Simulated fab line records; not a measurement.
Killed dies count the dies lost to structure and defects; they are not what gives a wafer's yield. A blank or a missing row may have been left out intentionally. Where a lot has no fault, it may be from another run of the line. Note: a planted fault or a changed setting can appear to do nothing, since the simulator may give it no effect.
fab line records	flow sky130
record: lots: 12	wafers: 36	lastDay: 50
route steps=708 shown SD_N@354 LOCAL_INTERCONNECT@399 CONTACT@421
lots with no fault: from the same line, run without faults
startH: hours from the record's opening day to when the first of the lot's shown wafers began	waitH: hours since the lot's step before	" as in the row above	L1.1+2: one row covering several wafers at once	- either no value or no given start	* or withheld: withheld	< > ~ a bound
route shown NAME@n: NAME is a module with steps in the file, n the number in the route of the first one	usual: the fault-free wafers' mean and standard deviation	same: alike in all rows	chamber/n: place in a boat	sites: readings site by site	_std_site: how widely they spread, as a standard deviation	_edge_site: the outer-site mean with the inner-site mean subtracted	radiusMm: how far each site lies from the wafer's centre	mask NAME#n: copy n	behind: the tool/chamber that last shaped the wafer	hold: why the lot went on hold/how many hours it stayed there/how the hold came to an end	device: the n, p or np transistor that did not switch	end of line: the tests these same wafers got at the end of their route	where a step has no rows: the recipe by itself	killed: the dies lost at the first sort to structure and to defects; this is not the yield of the wafer	map: per-die view of a wafer (x killed, . not killed, _ where there is no die)
set.NAME: the run value of the setting; set.NAME@STEP: its run value at that earlier step	model.NAME: the simulator's own value behind a step, which no gauge read
route steps across a sampled set of lots; one table per step, one row per wafer
services: the hour from which a tool's chamber was out of use, counted from the record's first day as startH (under 0 if before that day), plus the number of hours and why
== steps ==
step: SKY_SD_N_TW_MEAS_12
usual: SD_N_TW: 3965/26
lot.wafer	tool	chamber	startH	waitH	SD_N_TW
L936.1	filmMetro-02	-	669.74	0.1	3992
L936.4	"	-	"	"	3987
L936.5	"	-	"	"	3976
L940.1	filmMetro-03	-	701.13	0.1	3937
L940.3	"	-	"	"	3951
L940.5	"	-	"	"	3952
L942.1	filmMetro-03	-	718.48	0.1	3945
L942.3	"	-	"	"	3942
L942.6	"	-	"	"	3943
L945.2	filmMetro-04	-	746.73	0.1	3913
L945.3	"	-	"	"	3946
L945.5	"	-	"	"	3925
L946.1	filmMetro-02	-	758.20	0.1	3935
L946.2	"	-	"	"	3974
L946.3	"	-	"	"	3973
L947.1	filmMetro-03	-	762.57	0.1	3955
L947.3	"	-	"	"	3964
L947.4	"	-	"	"	3950
L948.2	filmMetro-04	-	770.90	0.1	3958
L948.4	"	-	"	"	3952
L948.5	"	-	"	"	3957
L949.4	filmMetro-02	-	773.12	0.1	4017
L949.5	"	-	"	"	4013
L949.6	"	-	"	"	4003
L950.4	filmMetro-04	-	782.00	0.1	3947
L950.5	"	-	"	"	3934
L950.6	"	-	"	"	3933
L953.1	filmMetro-04	-	797.82	0.1	3966
L953.2	"	-	"	"	3959
L953.5	"	-	"	"	3982
L955.3	filmMetro-04	-	816.90	0.1	3965
L955.4	"	-	"	"	3987
L955.5	"	-	"	"	3961
L956.2	filmMetro-03	-	825.45	0.1	3936
L956.3	"	-	"	"	3933
L956.6	"	-	"	"	3924
step: SKY_LOCAL_INTERCONNECT_OVL_MEAS_12
usual: LOCAL_INTERCONNECT_OVL: 0/5.8
lot.wafer	tool	chamber	startH	waitH	LOCAL_INTERCONNECT_OVL[nm]
L936.1	overlay-01	-	728.40	0.1	1
L936.4	"	-	"	"	-3
L936.5	"	-	"	"	2
L940.1	overlay-01	-	757.84	0.1	-9
L940.3	"	-	"	"	-5
L940.5	"	-	"	"	-2
L942.1	overlay-01	-	774.78	0.1	-16
L942.3	"	-	"	"	-18
L942.6	"	-	"	"	-15
L945.2	overlay-01	-	802.19	0.1	-7
L945.3	"	-	"	"	-4
L945.5	"	-	"	"	-7
L946.1	overlay-01	-	812.93	0.1	3
L946.2	"	-	"	"	4
L946.3	"	-	"	"	12
L947.1	overlay-01	-	817.80	0.1	3
L947.3	"	-	"	"	1
L947.4	"	-	"	"	-2
L948.2	overlay-02	-	826.89	0.1	0
L948.4	"	-	"	"	-8
L948.5	"	-	"	"	0
L949.4	overlay-01	-	827.97	0.1	4
L949.5	"	-	"	"	5
L949.6	"	-	"	"	9
L950.4	overlay-02	-	836.25	0.1	3
L950.5	"	-	"	"	0
L950.6	"	-	"	"	-5
L953.1	overlay-02	-	854.30	0.1	1
L953.2	"	-	"	"	5
L953.5	"	-	"	"	5
L955.3	overlay-02	-	872.37	0.1	2
L955.4	"	-	"	"	3
L955.5	"	-	"	"	-4
L956.2	overlay-01	-	880.46	0.1	0
L956.3	"	-	"	"	7
L956.6	"	-	"	"	2
step: SKY_LOCAL_INTERCONNECT_ETCH_13
recipe: chemistry: N2/H2	target: BARC	ionEnergyEv: 200	biasW: 100	pressureMtorr: 30	n2FlowSccm: 100	h2FlowSccm: 200	icpW: 500	stopOn: SiO2	timeS: 45.9	targetDepthA: 600
usual: drypumpMotorCurrentA: 5.54/0.21	oesProductAu: 0.855/0.0049	throttleValvePct: 13.226/0.0087
lot.wafer	tool	chamber	startH	waitH	drypumpMotorCurrentA	oesProductAu	rfHoursCounterH	throttleValvePct
L936.1	rieMetal-02	0	728.44	0.0	5.15	0.850	11	13.224
L936.4	"	1	"	"	5.62	0.856	-	13.215
L936.5	"	1	"	"	5.64	0.849	-	13.229
L940.1	rieMetal-01	0	757.87	0.0	5.49	0.859	4	13.223
L940.3	"	0	"	"	5.49	0.848	-	13.222
L940.5	"	1	"	"	5.81	0.851	-	13.231
L942.1	rieMetal-02	1	774.82	0.0	5.64	0.858	1	13.217
L942.3	"	0	"	"	5.13	0.856	-	13.232
L942.6	"	0	"	"	5.14	0.855	-	13.215
L945.2	rieMetal-01	1	802.22	0.0	5.79	0.854	11	13.241
L945.3	"	1	"	"	5.81	0.867	-	13.223
L945.5	"	0	"	"	5.50	0.854	-	13.231
L946.1	rieMetal-02	1	812.97	0.0	5.61	0.845	2	13.214
L946.2	"	0	"	"	5.13	0.851	15	13.222
L946.3	"	0	"	"	5.13	0.861	-	13.254
L947.1	rieMetal-02	0	817.84	0.0	5.16	0.860	15	13.230
L947.3	"	0	"	"	5.14	0.858	-	13.224
L947.4	"	1	"	"	5.62	0.855	-	13.223
L948.2	rieMetal-02	0	826.92	0.0	5.15	0.850	15	13.224
L948.4	"	1	"	"	5.61	0.863	-	13.234
L948.5	"	0	"	"	5.16	0.858	-	13.222
L949.4	rieMetal-01	1	828.01	0.0	5.80	0.854	-	13.226
L949.5	"	0	"	"	5.51	0.853	-	13.241
L949.6	"	1	"	"	5.77	0.850	-	13.226
L950.4	rieMetal-04	1	836.29	0.0	5.43	0.861	-	13.240
L950.5	"	0	"	"	5.74	0.851	-	13.228
L950.6	"	1	"	"	5.47	0.865	-	13.225
L953.1	rieMetal-04	0	854.34	0.0	5.75	0.855	4	13.239
L953.2	"	1	"	"	5.45	0.855	3	13.223
L953.5	"	1	"	"	5.47	0.856	-	13.225
L955.3	rieMetal-01	0	872.41	0.0	5.51	0.854	-	13.228
L955.4	"	1	"	"	5.79	0.852	-	13.210
L955.5	"	1	"	"	5.80	0.860	-	13.240
L956.2	rieMetal-04	1	880.49	0.0	5.46	0.852	4	13.230
L956.3	"	0	"	"	5.74	0.854	-	13.223
L956.6	"	1	"	"	5.44	0.856	-	13.216
step: SKY_LOCAL_INTERCONNECT_STRIP_15
recipe: chemistry: O2/N2	powerW: 1400	pressureMtorr: 1500	platenTempC: withheld	o2FlowSccm: 3000	n2FlowSccm: 300	overashFraction: 0.5
usual: drypumpMotorCurrentA: 5.7/0.37	oesProductAu: 0.427/0.004	stripTimeToEndpointS: 4.732/0.02
lot.wafer	tool	chamber	startH	waitH	drypumpMotorCurrentA	oesProductAu	rfHoursCounterH	stripTimeToEndpointS
L936.1	plasmaAsher-04	1	728.55	0.0	5.9	0.431	101	4.701
L936.4	"	0	"	"	4.8	0.428	-	4.693
L936.5	"	0	"	"	4.8	0.427	-	4.736
L940.1	plasmaAsher-04	0	757.99	0.0	4.8	0.427	2	4.740
L940.3	"	0	"	"	4.8	0.422	-	4.730
L940.5	"	1	"	"	5.9	0.427	-	4.745
L942.1	plasmaAsher-03	1	774.93	0.0	5.6	0.419	33	4.707
L942.3	"	0	"	"	6.0	0.432	-	4.728
L942.6	"	1	"	"	5.6	0.421	-	4.707
L945.2	plasmaAsher-03	1	802.34	0.0	5.6	0.430	36	4.727
L945.3	"	0	"	"	6.0	0.416	-	4.743
L945.5	"	1	"	"	5.6	0.428	-	4.722
L946.1	plasmaAsher-02	1	813.08	0.0	5.6	0.421	97	4.488
L946.2	"	0	"	"	6.0	0.435	97	4.744
L946.3	"	1	"	"	5.6	0.418	-	4.735
L947.1	plasmaAsher-02	1	817.96	0.0	5.6	0.426	98	4.746
L947.3	"	1	"	"	5.6	0.424	-	4.731
L947.4	"	0	"	"	6.0	0.414	-	4.484
L948.2	plasmaAsher-02	1	827.04	0.0	5.6	0.434	99	4.725
L948.4	"	1	"	"	5.6	0.417	-	4.459
L948.5	"	1	"	"	5.6	0.423	-	4.721
L949.4	plasmaAsher-03	1	828.14	0.1	5.6	0.429	-	4.723
L949.5	"	1	"	"	5.6	0.427	-	4.704
L949.6	"	0	"	"	6.0	0.424	-	4.712
L950.4	plasmaAsher-03	0	836.42	0.1	6.0	0.431	-	4.713
L950.5	"	0	"	"	6.0	0.426	-	4.751
L950.6	"	1	"	"	5.6	0.424	-	4.724
L953.1	plasmaAsher-04	1	854.46	0.0	5.9	0.431	11	4.754
L953.2	"	0	"	"	4.8	0.428	11	4.724
L953.5	"	0	"	"	4.8	0.427	-	4.694
L955.3	plasmaAsher-03	1	872.54	0.1	5.6	0.425	-	4.744
L955.4	"	0	"	"	6.0	0.426	-	4.734
L955.5	"	0	"	"	6.0	0.435	-	4.769
L956.2	plasmaAsher-02	0	880.61	0.0	6.0	0.420	104	4.714
L956.3	"	0	"	"	6.0	0.433	-	4.756
L956.6	"	1	"	"	5.5	0.429	-	4.707
step: SKY_CONTACT_OVL_MEAS_15
usual: CONTACT_OVL: 0/5.6
lot.wafer	tool	chamber	startH	waitH	CONTACT_OVL[nm]
L936.1	overlay-01	-	756.44	0.1	3
L936.4	"	-	"	"	3
L936.5	"	-	"	"	2
L940.1	overlay-01	-	785.55	0.1	-6
L940.3	"	-	"	"	-3
L940.5	"	-	"	"	-2
L942.1	overlay-02	-	801.98	0.1	-1
L942.3	"	-	"	"	-1
L942.6	"	-	"	"	-3
L945.2	overlay-01	-	830.59	0.1	-7
L945.3	"	-	"	"	-1
L945.5	"	-	"	"	1
L946.1	overlay-01	-	840.94	0.1	5
L946.2	"	-	"	"	2
L946.3	"	-	"	"	0
L947.1	overlay-02	-	845.79	0.1	-7
L947.3	"	-	"	"	-9
L947.4	"	-	"	"	-7
L948.2	overlay-01	-	855.50	0.1	5
L948.4	"	-	"	"	1
L948.5	"	-	"	"	-3
L949.4	overlay-02	-	856.12	0.1	-10
L949.5	"	-	"	"	-5
L949.6	"	-	"	"	0
L950.4	overlay-02	-	864.26	0.1	3
L950.5	"	-	"	"	2
L950.6	"	-	"	"	12
L953.1	overlay-01	-	881.68	0.1	0
L953.2	"	-	"	"	-1
L953.5	"	-	"	"	0
L955.3	overlay-01	-	898.90	0.1	0
L955.4	"	-	"	"	6
L955.5	"	-	"	"	2
L956.2	overlay-01	-	907.01	0.1	4
L956.3	"	-	"	"	-2
L956.6	"	-	"	"	-2
== services ==
tool	chamber	startH	hours	kind
plasmaAsher-04	-	733.75	9.0	pm
plasmaAsher-04	0	733.75	9.0	ventCycle
plasmaAsher-04	1	733.75	9.0	ventCycle
rieMetal-01	-	738.07	2.8	pm
rieMetal-02	1	738.24	-	clean
rieMetal-02	1	738.24	11.2	scheduledDown
rieMetal-02	1	738.24	11.2	ventCycle
rieMetal-04	0	739.86	11.3	repair
plasmaAsher-04	0	742.75	-	clean
plasmaAsher-04	1	742.75	-	clean
plasmaAsher-03	-	745.30	1.6	repair
rieMetal-04	0	751.35	-	clean
rieMetal-04	0	751.35	20.8	scheduledDown
rieMetal-04	0	751.35	20.8	ventCycle
plasmaAsher-02	-	754.93	8.8	repair
rieMetal-02	-	769.91	0.5	repair
rieMetal-04	1	772.18	-	clean
rieMetal-04	1	772.18	25.5	scheduledDown
plasmaAsher-04	-	810.80	2.8	pm
plasmaAsher-03	-	811.69	2.8	pm
plasmaAsher-02	-	835.28	1.9	repair
rieMetal-02	0	852.67	-	clean
rieMetal-02	0	852.67	26.0	scheduledDown
rieMetal-02	0	852.67	26.0	ventCycle
== key ==
firstSign: step: SKY_LOCAL_INTERCONNECT_STRIP_15	reading: stripTimeToEndpointS	direction: down	sigmas: 13	usual: *	struck: *
effect none on later readings
metAt SKY_LOCAL_INTERCONNECT_ETCH_13
struckLots L946,L947,L948
struckWafers L946.1,L947.4,L948.4
testerLeftOut L946,L947,L948
notActingAt SKY_SD_N_TW_MEAS_12,SKY_LOCAL_INTERCONNECT_OVL_MEAS_12,SKY_CONTACT_OVL_MEAS_15
onsetBetween 774.82 812.97
fault: kind: processParameterDrift	tool: rieMetal-02	chamber: 1	onsetH: 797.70	steps: SKY_LOCAL_INTERCONNECT_ETCH_13	channel: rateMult	offset: 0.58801	shape: step	endH: 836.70
testerLeftOut: of these lots the tester's yield and bins aren't shown, on N5 and GAA mostly nor the transistor test; their killed dies are dies lost to structure and defects alone, not to doping, threshold or leakage, so they don't give the yield
